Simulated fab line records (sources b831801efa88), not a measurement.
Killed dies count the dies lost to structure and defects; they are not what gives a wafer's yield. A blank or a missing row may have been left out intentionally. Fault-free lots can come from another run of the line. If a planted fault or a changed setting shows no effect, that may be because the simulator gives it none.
Which tool did it? / flow sky130 / 33 wafers from 11 lots sampled at 3 of the route's 708 steps

## WHAT THE GAUGES SHOWED, per wafer
SKY_CAPM_RS_MEAS_03: the measuring method here is four-point-probe.
lot=L330; measured=day 36 16:04; on=film-metro-03; CAPM_TIN_RS (ohm/sq)=6.97 7.01 6.99
lot=L331; measured=day 37 05:42; on=film-metro-03; CAPM_TIN_RS (ohm/sq)=6.97 6.96 6.89
lot=L333; measured=day 38 17:59; on=film-metro-03; CAPM_TIN_RS (ohm/sq)=6.94 6.84 6.97
lot=L337; measured=day 39 04:55; on=film-metro-02; CAPM_TIN_RS (ohm/sq)=7.06 6.99 6.96
lot=L336; measured=day 39 07:06; on=film-metro-04; CAPM_TIN_RS (ohm/sq)=6.85 6.89 6.92
lot=L340; measured=day 40 05:53; on=film-metro-04; CAPM_TIN_RS (ohm/sq)=6.93 6.83 7.03
lot=L346; measured=day 41 19:58; on=film-metro-03; CAPM_TIN_RS (ohm/sq)=7.04 7.01 6.93
lot=L348; measured=day 42 09:05; on=film-metro-04; CAPM_TIN_RS (ohm/sq)=6.95 6.97 6.98
lot=L349; measured=day 43 02:38; on=film-metro-03; CAPM_TIN_RS (ohm/sq)=6.86 6.95 6.96
lot=L350; measured=day 43 03:40; on=film-metro-03; CAPM_TIN_RS (ohm/sq)=7.03 6.95 7.04
lot=L351; measured=day 43 04:20; on=film-metro-03; CAPM_TIN_RS (ohm/sq)=7.05 7.04 7.12

## WHICH TOOL RAN EACH LOT (tool, then ch and the chambers of the sampled wafers, then the start)
lot=L330; SKY_METAL3_SPUTTER_02=pvd-sputter-02, day 36 15:44; SKY_CAPM_SPUTTER_02=pvd-sputter-03, day 36 15:56
lot=L331; SKY_METAL3_SPUTTER_02=pvd-sputter-02, day 37 05:23; SKY_CAPM_SPUTTER_02=pvd-sputter-03, day 37 05:34
lot=L333; SKY_METAL3_SPUTTER_02=pvd-sputter-03, day 38 17:39; SKY_CAPM_SPUTTER_02=pvd-sputter-04, day 38 17:50
lot=L337; SKY_METAL3_SPUTTER_02=pvd-sputter-02, day 39 04:37; SKY_CAPM_SPUTTER_02=pvd-sputter-03, day 39 04:48
lot=L336; SKY_METAL3_SPUTTER_02=pvd-sputter-02, day 39 06:48; SKY_CAPM_SPUTTER_02=pvd-sputter-03, day 39 06:59
lot=L340; SKY_METAL3_SPUTTER_02=pvd-sputter-02, day 40 05:32; SKY_CAPM_SPUTTER_02=pvd-sputter-04, day 40 05:44
lot=L346; SKY_METAL3_SPUTTER_02=pvd-sputter-01, day 41 19:36; SKY_CAPM_SPUTTER_02=pvd-sputter-04, day 41 19:50
lot=L348; SKY_METAL3_SPUTTER_02=pvd-sputter-01, day 42 08:47; SKY_CAPM_SPUTTER_02=pvd-sputter-03, day 42 08:58
lot=L349; SKY_METAL3_SPUTTER_02=pvd-sputter-03, day 43 02:19; SKY_CAPM_SPUTTER_02=pvd-sputter-02, day 43 02:30
lot=L350; SKY_METAL3_SPUTTER_02=pvd-sputter-01, day 43 03:22; SKY_CAPM_SPUTTER_02=pvd-sputter-04, day 43 03:33
lot=L351; SKY_METAL3_SPUTTER_02=pvd-sputter-03, day 43 03:56; SKY_CAPM_SPUTTER_02=pvd-sputter-04, day 43 04:11
- SKY_METAL3_SPUTTER_02: material AlCu, target thk 735 nm, time 39.1 s.
- SKY_CAPM_SPUTTER_02: material TiN, target thk 200 nm, time 166.7 s.

## THE ANSWER, worked out from the rows above alone
Rule: the usual values come from the lots themselves. The widest of any qualifying gaps counts: lots, ordered by their means at a reading, are off when they make up no more than a third of the lots, leave a main group of 4 or more, and stand apart from it by 3 or more times the standard deviation of that group's means. If all means in a main group match to the digits the tables above print for the reading, that group is not used. A lot without any number at a reading at which 4 lots or more have one is off too. Where the step has rows for the other lots, those lots are counted as sound.
None of the lots is off at any reading shown; this tells nothing.

## WHAT THE SIMULATOR PUT IN
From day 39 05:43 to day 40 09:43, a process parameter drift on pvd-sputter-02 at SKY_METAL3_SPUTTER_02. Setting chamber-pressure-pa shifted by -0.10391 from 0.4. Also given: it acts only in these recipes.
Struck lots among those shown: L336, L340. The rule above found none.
